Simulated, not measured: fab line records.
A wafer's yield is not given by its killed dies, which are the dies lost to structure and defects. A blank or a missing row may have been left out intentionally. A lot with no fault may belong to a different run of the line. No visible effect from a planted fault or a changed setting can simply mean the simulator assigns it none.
What tool caused it? | flow gf180mcu | 12 lots (36 wafers sampled), 1 step of a 602-step route

WHAT EACH GAUGE READ, for each wafer
GF_V1_CD_MEAS_14: the cd target is 260 nm.
lot  | measured     | on       | cdNm (nm)
L457 | day 18 19:28 | cdSem-02 | 261.0 260.5 260.6
L456 | day 18 23:31 | cdSem-01 | 259.7 259.5 260.6
L458 | day 19 04:35 | cdSem-01 | 258.1 259.0 259.4
L459 | day 19 19:05 | cdSem-01 | 259.6 259.6 259.9
L460 | day 20 04:13 | cdSem-02 | 258.8 259.7 257.9
L461 | day 20 14:19 | cdSem-02 | 259.7 260.5 260.8
L466 | day 22 05:46 | cdSem-02 | 259.6 258.9 258.2
L467 | day 22 13:41 | cdSem-01 | 258.1 258.7 259.0
L468 | day 23 04:50 | cdSem-01 | 260.9 260.7 261.1
L472 | day 24 08:34 | cdSem-01 | 260.9 260.2 259.1
L474 | day 25 02:52 | cdSem-02 | 259.7 260.2 261.0
L476 | day 25 10:55 | cdSem-02 | 261.9 262.8 260.5

WHICH TOOL RAN EACH LOT (tool, then ch and the chambers of the sampled wafers, then the start)
No process step before these readings appears in the record.

AS READ BY THE TOOLS THEMSELVES (means over the sampled wafers that have a number; for cases with no such wafer, the mark the record gives instead)
The record holds no such reading with a usual standard deviation.

THE ANSWER, worked out from the rows above alone
Rule: what is usual is taken from the lots themselves. Put in order of their means at a reading, lots are off if they are a third of the lots or fewer, leave a main group of 4 or more, and stand apart from it by a gap of 3 or more times the standard deviation of the main group's means; of several such gaps the widest counts. Not used: any main group whose means are identical at the precision the tables above print for the reading. A lot without any number at a reading at which 4 lots or more have one is off too. Where the step has rows for the other lots, those lots are counted as sound. Order of review: gauges by route order, followed by the tools' own readings, for which a lot's mean as printed above is used. The first step at which some lot is off is used, and at that step the reading that is off furthest; a lot without a number counts as furthest.
Nothing can be told from this: no lot is off at any reading shown.

WHAT HAD BEEN PUT IN BY THE SIMULATOR
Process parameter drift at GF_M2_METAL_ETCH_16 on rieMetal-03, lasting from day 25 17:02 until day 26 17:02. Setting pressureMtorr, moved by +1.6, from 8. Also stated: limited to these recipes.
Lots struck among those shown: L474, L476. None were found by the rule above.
